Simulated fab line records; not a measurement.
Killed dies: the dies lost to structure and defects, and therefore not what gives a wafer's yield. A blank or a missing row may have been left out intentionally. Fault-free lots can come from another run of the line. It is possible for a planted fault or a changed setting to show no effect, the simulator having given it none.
Problem report, 8D (eight disciplines) form, completed by code -- flow sky130 -- the parts of the form that need people (team, actions taken, sign-off) are left out

== 1. THE PROBLEM ==
heater-power-total-W at SKY_RES_PROTECT_SOFTBAKE_03 reads a mean of 66.98 W on 6 wafers of 2 lots; wafers without a fault read 56.59 W with a standard deviation of 0.043. So: +99 or more standard deviations from the usual mean.
The step: time 60 s.
First seen on wafer L170.4, day 18 18:31, on litho-track-02. At this step, 36 wafers from 12 lots have a number in the record. Rule for "out", or "out of limits": more than 4 standard deviations from the usual mean. The rest of the wafers with a number are treated as sound.

== 2. WHAT THIS IS AND IS NOT ==
question,is,is not
which readings at this step,"heater-power-total-W, run-length-s",-
which lots,"L170, L171","L159, L161, L164, L167, L169, L178, L179, L180, L181, L182"
which wafers of those lots,all that have a number,-
read on which tools,litho-track-02,"litho-track-01, litho-track-04"
when,from day 18 18:31,"up to then (15 sound wafers); but 15 sound wafers of L178, L179, L180, L181, L182 came after"

== 3. SUSPECTS, AND WHAT RULES EACH OUT ==
Counting: a tool at any process step up to the reading remains a suspect when it ran all the lots that are out and ran no sound lot after the first of those.
- litho-track-02 at SKY_RES_PROTECT_SOFTBAKE_03 (time 60 s): ruled out as a lasting fault. The sound lots L181 went through it after L170, its earliest lot that is out (day 18 18:31).
Left after counting: nothing in the record.

== 4. THE CAUSE (what the simulator had put in) ==
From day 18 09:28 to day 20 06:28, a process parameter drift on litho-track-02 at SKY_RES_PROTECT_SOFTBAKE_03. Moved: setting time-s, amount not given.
Counting ruled it out, wrongly.

== 5. THE EFFECT CHAIN, in route order ==
Each row: a reading where the mean over the struck wafers with a number is more than 3 standard deviations away from the usual. Only readings whose record carries a usual standard deviation are examined. hours: median over the lots of the time between each lot's start at the first step of this table that gives one and its start at this step. sigmas: the change, counted in usual standard deviations.
hours,step,reading,usual,on struck wafers,change,sigmas
0,SKY_RES_PROTECT_SOFTBAKE_03,heater-power-total-W,56.59 W,66.98,+10.39,+99 or more
0,SKY_RES_PROTECT_SOFTBAKE_03,run-length-s,89.26 s,65.44,-23.82,-99 or more
Here are the process steps it includes:
- SKY_RES_PROTECT_SOFTBAKE_03: time 60 s.

== 6. WHAT WOULD HAVE CAUGHT IT SOONER ==
The fault began at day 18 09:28; the first out-of-limits reading in this record came at day 18 18:31, 9 hours later.
